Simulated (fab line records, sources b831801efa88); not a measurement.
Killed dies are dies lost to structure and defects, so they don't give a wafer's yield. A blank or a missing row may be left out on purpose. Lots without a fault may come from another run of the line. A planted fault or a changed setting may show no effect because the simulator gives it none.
One fault seen from 2 desks | flow sky130 | each desk has only its own numbers; what lay behind them comes last

THE TOOL OWNER'S DESK: cvd_w-01
The tool's own readings at SKY_VIA3_CVD_21 (deposits W, target thk 390 nm, time 117.31 s): means of the sampled wafers that have a number, for each lot that ran on this tool. A lot is out of limits, marked OUT, if its mean lies more than 4 standard deviations from the usual mean; the brackets give that distance.
Columns: A = heater_power_w at SKY_VIA3_CVD_21, usual 880 W
lot  | first seen here | A
L529 | day 41 03:05    | 814
L531 | day 41 17:10    | 848
L532 | day 42 01:48    | 812
L534 | day 42 14:49    | 808
L543 | day 45 04:38    | 858
This desk's finding: nothing out of limits on any of the 5 lots.

THE METROLOGY DESK
What the gauges read, lot by lot, whatever tool the lot ran on: means of the sampled wafers that have a number. A lot is out of limits, marked OUT, if its mean lies more than 4 standard deviations from the usual mean; the brackets give that distance.
Columns: A = VIA3_W_RS at SKY_VIA3_RS_MEAS_22, usual 0.295 ohm/sq; B = VIA3_W_THK at SKY_VIA3_THK_MEAS_23, usual 388 nm; C = CAP2M_TIN_RS at SKY_CAP2M_RS_MEAS_03, usual 6.66 ohm/sq
lot  | first seen here | A                | B              | C
L524 | day 40 05:49    | 0.294            | 395            | 6.62
L526 | day 40 08:08    | 0.290            | 397            | 6.66
L529 | day 41 03:14    | 0.301            | 373            | 6.61
L531 | day 41 17:17    | 0.298            | 384            | 6.64
L532 | day 42 01:56    | 0.275 (-4.4) OUT | 427 (+4.3) OUT | 6.75
L534 | day 42 14:57    | 0.278            | 405            | 6.62
L537 | day 43 13:55    | 0.287            | 401            | 6.63
L543 | day 45 04:46    | 0.299            | 386            | 6.71
L545 | day 46 03:16    | 0.295            | 389            | 6.55
L546 | day 46 03:43    | 0.291            | 387            | 6.69
L547 | day 46 16:07    | 0.293            | 392            | 6.65
This desk's finding: out of limits on L532; first on L532, day 42 01:56 (VIA3_W_RS at SKY_VIA3_RS_MEAS_22). In limits: L524, L526, L529, L531, L534, L537, L543, L545, L546, L547.

PUT TOGETHER
The metrology desk could have raised an alarm at day 42 01:56, on L532.
The tool owner's desk saw nothing out of limits.
The tool owner's desk has L532 on record, within its limits.
Of the lots named, all ran SKY_VIA3_CVD_21 on cvd_w-01.

WHAT THE SIMULATOR HAD PUT IN
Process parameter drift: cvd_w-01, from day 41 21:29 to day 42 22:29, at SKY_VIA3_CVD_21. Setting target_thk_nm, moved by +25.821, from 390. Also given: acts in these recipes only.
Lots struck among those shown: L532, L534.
Hours from the fault's start to each desk's first reading out of limits: the metrology desk, 4.
